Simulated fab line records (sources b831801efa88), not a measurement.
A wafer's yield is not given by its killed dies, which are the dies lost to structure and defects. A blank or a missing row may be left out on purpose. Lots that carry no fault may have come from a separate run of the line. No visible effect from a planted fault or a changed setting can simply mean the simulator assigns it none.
Which of the tools did it?	flow sky130	6 lots, 17 wafers sampled, at 2 steps of a route of 708

WHAT THE GAUGES SHOWED, per wafer
SKY_LDD_P_TW_MEAS_11.
lot	measured	on	LDD_P_TW
L120	day 19 13:40	film_metro-03	636.3 636.4 638.2
L124	day 21 02:04	film_metro-03	636.5 636.8 637.4
L128	day 22 11:22	film_metro-04	636.8 634.6 636.0
L130	day 23 21:07	film_metro-04	629.9 635.1 633.6
L135	day 25 04:43	film_metro-04	591.7 634.6
L141	day 26 18:25	film_metro-01	633.4 635.3 637.8

EACH LOT AND THE TOOL THAT RAN IT (in order: tool; ch and the chambers of the sampled wafers; start)
lot	SKY_LDD_P_IMPLANT_09
L120	implanter-02 ch 0, day 19 13:26
L124	implanter-01 ch 0, day 21 01:49
L128	implanter-01 ch 0, day 22 11:10
L130	implanter-01 ch 0, day 23 20:53
L135	implanter-01 ch 0, day 25 04:28
L141	implanter-02 ch 0, day 26 18:10
- SKY_LDD_P_IMPLANT_09

THE ANSWER, worked out from the rows above alone
Rule: the lots themselves supply what counts as usual. The widest of any qualifying gaps counts: lots, ordered by their means at a reading, are off when they make up no more than a third of the lots, leave a main group of 4 or more, and stand apart from it by 3 or more times the standard deviation of that group's means. A main group is skipped when, at the precision printed for the reading in the tables above, its means are all equal. Also off: a lot with no number at a reading for which 4 or more lots have one. Where the step has rows for the other lots, those lots are counted as sound.
Off: at SKY_LDD_P_TW_MEAS_11 (LDD_P_TW), L135. The main group: mean 635.6, standard deviation 1.5.
If a tool, at a process step before that reading, ran all the lots that are off and no sound lot after the first of them, it fits. Gauges at SKY_LDD_P_TW_MEAS_11: tried the same way as those tools. Undecided on this evidence; 2 tools fit (implanter-01 at SKY_LDD_P_IMPLANT_09, film_metro-04 at SKY_LDD_P_TW_MEAS_11).

WHAT THE SIMULATOR PUT IN
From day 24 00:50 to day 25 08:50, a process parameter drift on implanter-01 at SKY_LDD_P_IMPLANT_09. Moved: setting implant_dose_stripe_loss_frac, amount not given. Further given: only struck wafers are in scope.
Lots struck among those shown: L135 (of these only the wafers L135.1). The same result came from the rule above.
